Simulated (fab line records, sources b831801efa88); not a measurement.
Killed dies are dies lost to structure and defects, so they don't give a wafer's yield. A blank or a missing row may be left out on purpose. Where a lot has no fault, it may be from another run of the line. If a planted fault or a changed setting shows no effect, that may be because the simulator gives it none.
Which tool is to blame? -- flow sky130 -- Sampling: 14 lots, 42 wafers, 2 of 708 route steps

## WHAT THE GAUGES SHOWED, per wafer
SKY_METAL1_THK_MEAS_06: measures by xrf.
lot,measured,on,METAL1_ALCU_THK (nm)
L594,day 31 11:32,film_metro-04,254 254 253
L596,day 32 10:31,film_metro-04,250 249 245
L595,day 32 13:28,film_metro-01,249 253 251
L598,day 32 18:41,film_metro-02,247 246 248
L600,day 33 20:31,film_metro-01,246 242 248
L601,day 34 03:16,film_metro-02,249 245 247
L602,day 34 08:37,film_metro-04,250 249 254
L604,day 35 03:02,film_metro-01,251 250 249
L609,day 36 12:40,film_metro-04,250 248 250
L610,day 36 22:41,film_metro-02,250 250 247
L612,day 37 07:39,film_metro-04,246 250 247
L611,day 37 12:53,film_metro-01,252 250 250
L613,day 38 04:02,film_metro-02,248 247 246
L615,day 38 05:03,film_metro-01,244 243 245

## TOOL THAT RAN EACH LOT (tool first, then ch and the chambers of the sampled wafers, then the start)
lot,SKY_METAL1_SPUTTER_00
L594,"pvd_sputter-01, day 31 11:16"
L596,"pvd_sputter-03, day 32 10:16"
L595,"pvd_sputter-03, day 32 13:13"
L598,"pvd_sputter-04, day 32 18:26"
L600,"pvd_sputter-04, day 33 20:16"
L601,"pvd_sputter-03, day 34 03:00"
L602,"pvd_sputter-03, day 34 08:20"
L604,"pvd_sputter-01, day 35 02:47"
L609,"pvd_sputter-04, day 36 12:25"
L610,"pvd_sputter-03, day 36 22:25"
L612,"pvd_sputter-01, day 37 07:23"
L611,"pvd_sputter-01, day 37 12:37"
L613,"pvd_sputter-01, day 38 03:46"
L615,"pvd_sputter-04, day 38 04:47"
- SKY_METAL1_SPUTTER_00: material Ti, target thk 15 nm, time 10 s.

## AS READ BY THE TOOLS THEMSELVES (means over the sampled wafers that have a number; for cases with no such wafer, the mark the record gives instead)
SKY_METAL1_SPUTTER_00.
lot,tool,throttle_valve_pct (%)
L594,pvd_sputter-01,29.8
L596,pvd_sputter-03,29.9
L595,pvd_sputter-03,29.6
L598,pvd_sputter-04,30.6
L600,pvd_sputter-04,29.9
L601,pvd_sputter-03,29.5
L602,pvd_sputter-03,29.8
L604,pvd_sputter-01,29.4
L609,pvd_sputter-04,30.6
L610,pvd_sputter-03,29.6
L612,pvd_sputter-01,30.2
L611,pvd_sputter-01,30.4
L613,pvd_sputter-01,30.4
L615,pvd_sputter-04,30.9

## THE ANSWER, worked out from the rows above alone
Rule: what is usual is taken from the lots themselves. Put in order of their means at a reading, lots are off if they are a third of the lots or fewer, leave a main group of 4 or more, and stand apart from it by a gap of 3 or more times the standard deviation of the main group's means; of several such gaps the widest counts. A main group whose means are all the same, to the digits that the tables above print for the reading, isn't used. A lot without any number at a reading at which 4 lots or more have one is off too. Any other lot the step has rows for is counted as sound. The gauges are gone through in route order, then the tools' own readings, and for those a lot's mean is taken as printed above. The first step at which some lot is off is used, and at that step the reading that is off furthest; a lot without a number counts as furthest.
None of the lots is off at any reading shown; this tells nothing.

## WHAT WAS PUT IN BY THE SIMULATOR
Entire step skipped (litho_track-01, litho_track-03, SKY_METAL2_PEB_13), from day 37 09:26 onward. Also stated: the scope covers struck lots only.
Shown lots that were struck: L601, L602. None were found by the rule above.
